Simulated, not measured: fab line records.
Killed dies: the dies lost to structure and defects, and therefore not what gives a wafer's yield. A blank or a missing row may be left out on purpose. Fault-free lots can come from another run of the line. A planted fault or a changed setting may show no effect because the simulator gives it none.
fab line records / flow sky130
record: lots: 14 wafers: 42 lastDay: 50
route steps=708 shown LDD_HVN@273 PAD_OPEN@708
lots that met no fault: from a run of the same line without faults
startH: the number of hours between the record's first day and the start of the first shown wafer of the lot / waitH: hours since the lot's step before / " identical to the entry in the row above / L1.1+2: several wafers, shown together as one row / - no value, or no start given / * or withheld: withheld / < > ~ a bound
route shown NAME@n: NAME is a module with steps in the file, n the number in the route of the first one / usual: mean/standard deviation of fault-free wafers / same: alike in all rows / chamber/n: place in a boat / sites: per-site readings / _std_site: the standard deviation of these / _edge_site: inner sites' mean taken away from outer sites' mean / radiusMm: for every site, how far away it sits from the centre of the wafer / mask NAME#n: copy n / behind: the tool/chamber that last shaped the wafer / hold: why the lot was held/for how many hours/how that ended / device: transistor that didn't switch, given as n, p or np / end of line: the tests these same wafers got at the end of their route / for a step that has no rows: nothing shown but its recipe / killed: dies lost to structure and defects at the first sort, not the wafer's yield / map: a wafer's dies, marking killed ones x, the rest . and places with no die _
set.NAME: setting as actually run; set.NAME@STEP: the setting as run at that earlier step / model.NAME: the simulator's own value behind a step, which no gauge read
route steps across a sampled set of lots; one table per step, one row per wafer
== steps ==
step: SKY_LDD_HVN_DEVELOP_06
recipe: resist: NOVOLAK developer: TMAH developTimeS: 60 devTempC: 23
usual: developerTempC: 23.01/0.11
same: developTimeS: 60
lot.wafer=L143.1 tool=lithoTrack-02 chamber=0 startH=453.25 waitH=0.1 developerTempC=22.98
lot.wafer=L143.4 tool=lithoTrack-02 chamber=0 startH=453.25 waitH=0.1 developerTempC=22.99
lot.wafer=L143.6 tool=lithoTrack-02 chamber=0 startH=453.25 waitH=0.1 developerTempC=23.01
lot.wafer=L144.1 tool=lithoTrack-03 chamber=0 startH=462.90 waitH=0.1 developerTempC=22.93
lot.wafer=L144.3 tool=lithoTrack-03 chamber=0 startH=462.90 waitH=0.1 developerTempC=22.87
lot.wafer=L144.4 tool=lithoTrack-03 chamber=0 startH=462.90 waitH=0.1 developerTempC=22.95
lot.wafer=L147.1 tool=lithoTrack-02 chamber=0 startH=496.45 waitH=0.1 developerTempC=22.88
lot.wafer=L147.3 tool=lithoTrack-02 chamber=0 startH=496.45 waitH=0.1 developerTempC=23.07
lot.wafer=L147.5 tool=lithoTrack-02 chamber=0 startH=496.45 waitH=0.1 developerTempC=22.93
lot.wafer=L146.1 tool=lithoTrack-04 chamber=0 startH=499.47 waitH=0.1 developerTempC=22.96
lot.wafer=L146.3 tool=lithoTrack-04 chamber=0 startH=499.47 waitH=0.1 developerTempC=23.06
lot.wafer=L146.6 tool=lithoTrack-04 chamber=0 startH=499.47 waitH=0.1 developerTempC=23.05
lot.wafer=L148.2 tool=lithoTrack-04 chamber=0 startH=506.99 waitH=0.1 developerTempC=23.05
lot.wafer=L148.3 tool=lithoTrack-04 chamber=0 startH=506.99 waitH=0.1 developerTempC=23.15
lot.wafer=L148.4 tool=lithoTrack-04 chamber=0 startH=506.99 waitH=0.1 developerTempC=22.86
lot.wafer=L149.1 tool=lithoTrack-03 chamber=0 startH=523.15 waitH=0.1 developerTempC=23.03
lot.wafer=L149.2 tool=lithoTrack-03 chamber=0 startH=523.15 waitH=0.1 developerTempC=22.91
lot.wafer=L149.5 tool=lithoTrack-03 chamber=0 startH=523.15 waitH=0.1 developerTempC=23.02
lot.wafer=L150.2 tool=lithoTrack-03 chamber=0 startH=526.52 waitH=0.1 developerTempC=23.06
lot.wafer=L150.4 tool=lithoTrack-03 chamber=0 startH=526.52 waitH=0.1 developerTempC=23.04
lot.wafer=L150.5 tool=lithoTrack-03 chamber=0 startH=526.52 waitH=0.1 developerTempC=23.00
lot.wafer=L151.2 tool=lithoTrack-02 chamber=0 startH=532.37 waitH=0.1 developerTempC=23.10
lot.wafer=L151.4 tool=lithoTrack-02 chamber=0 startH=532.37 waitH=0.1 developerTempC=23.01
lot.wafer=L151.6 tool=lithoTrack-02 chamber=0 startH=532.37 waitH=0.1 developerTempC=23.04
lot.wafer=L152.3 tool=lithoTrack-04 chamber=0 startH=544.62 waitH=0.1 developerTempC=23.11
lot.wafer=L152.5 tool=lithoTrack-04 chamber=0 startH=544.62 waitH=0.1 developerTempC=23.00
lot.wafer=L152.6 tool=lithoTrack-04 chamber=0 startH=544.62 waitH=0.1 developerTempC=23.10
lot.wafer=L153.1 tool=lithoTrack-04 chamber=0 startH=554.97 waitH=0.1 developerTempC=23.12
lot.wafer=L153.2 tool=lithoTrack-04 chamber=0 startH=554.97 waitH=0.1 developerTempC=23.03
lot.wafer=L153.5 tool=lithoTrack-04 chamber=0 startH=554.97 waitH=0.1 developerTempC=23.09
lot.wafer=L159.2 tool=lithoTrack-04 chamber=0 startH=599.34 waitH=0.1 developerTempC=21.76
lot.wafer=L159.4 tool=lithoTrack-04 chamber=0 startH=599.34 waitH=0.1 developerTempC=21.95
lot.wafer=L159.5 tool=lithoTrack-04 chamber=0 startH=599.34 waitH=0.1 developerTempC=22.03
lot.wafer=L162.1 tool=lithoTrack-04 chamber=0 startH=627.02 waitH=0.1 developerTempC=22.02
lot.wafer=L162.2 tool=lithoTrack-04 chamber=0 startH=627.02 waitH=0.1 developerTempC=22.02
lot.wafer=L162.5 tool=lithoTrack-04 chamber=0 startH=627.02 waitH=0.1 developerTempC=22.05
lot.wafer=L164.1 tool=lithoTrack-03 chamber=0 startH=647.55 waitH=0.1 developerTempC=22.95
lot.wafer=L164.3 tool=lithoTrack-03 chamber=0 startH=647.55 waitH=0.1 developerTempC=22.95
lot.wafer=L164.6 tool=lithoTrack-03 chamber=0 startH=647.55 waitH=0.1 developerTempC=22.98
lot.wafer=L166.1 tool=lithoTrack-04 chamber=0 startH=676.17 waitH=0.1 developerTempC=22.95
lot.wafer=L166.2 tool=lithoTrack-04 chamber=0 startH=676.17 waitH=0.1 developerTempC=23.06
lot.wafer=L166.4 tool=lithoTrack-04 chamber=0 startH=676.17 waitH=0.1 developerTempC=23.06
step: SKY_PAD_OPEN_PROBE_99
usual: killed_at_M0_to_M3: 44/7.2 killed_at_M4_up: 3.4/2.1 killedAtContacts: 24/5.5 killedAtFrontEnd: 15/4.6 killedAtOther: 0.4/0.64 killedDies: 86/9.1 killedOpen: 47/7.5 killedShort: 39/5.8
same: grossDies: 492 killedAtBackSide: 0
lot.wafer=L153.1 tool=prober-01 chamber=- startH=1135.86 waitH=0.1 killed_at_M0_to_M3=45 killed_at_M4_up=6 killedAtContacts=26 killedAtFrontEnd=9 killedAtOther=1 killedDies=87 killedOpen=42 killedShort=45
lot.wafer=L153.2 tool=prober-01 chamber=- startH=1135.91 waitH=0.1 killed_at_M0_to_M3=46 killed_at_M4_up=4 killedAtContacts=18 killedAtFrontEnd=17 killedAtOther=0 killedDies=85 killedOpen=49 killedShort=36
lot.wafer=L153.5 tool=prober-01 chamber=- startH=1136.06 waitH=0.2 killed_at_M0_to_M3=38 killed_at_M4_up=7 killedAtContacts=28 killedAtFrontEnd=7 killedAtOther=0 killedDies=80 killedOpen=42 killedShort=38
killed by level:class
L153.1 VIA1:geometricParticle:open=13 CONTACT:geometricParticle:open=11 METAL1:geometricParticle:short=6 VIA3:geometricParticle:short=6 CONTACT:geometricParticle:short=5 LOCAL_INTERCONNECT:geometricParticle:short=4 VIA2:geometricParticle:open=4 METAL4:geometricParticle:short=4
L153.2 VIA1:geometricParticle:open=11 VIA3:geometricParticle:short=7 VIA3:geometricParticle:open=6 CONTACT:geometricParticle:open=6 METAL2:geometricParticle:short=6 LI_CONTACT:geometricParticle:open=5 POLY_GATE:geometricParticle:open=4 POLY_GATE:geometricParticle:short=4
L153.5 CONTACT:geometricParticle:open=11 VIA1:geometricParticle:open=7 METAL3:geometricParticle:short=6 LI_CONTACT:geometricParticle:open=6 CONTACT:geometricParticle:short=6 VIA3:geometricParticle:open=6 METAL2:geometricParticle:short=5 VIA2:geometricParticle:open=5
== key ==
firstSign: step: SKY_LDD_HVN_DEVELOP_06 reading: developerTempC direction: down sigmas: 9.7 usual: * struck: *
effect none on later readings
metAt SKY_LDD_HVN_DEVELOP_06
struckLots L159,L162
testerLeftOut L159,L162
onsetBetween 554.97 599.34
fault: kind: processParameterDrift tool: lithoTrack-04 chamber: - onsetH: 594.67 steps: SKY_LDD_HVN_DEVELOP_06 channel: devTempC offset: * shape: step endH: 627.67 actsIn: * stated: *
testerLeftOut: of these lots the tester's yield and bins aren't shown, on N5 and GAA mostly nor the transistor test; their killed dies are dies lost to structure and defects alone, not to doping, threshold or leakage, so they don't give the yield
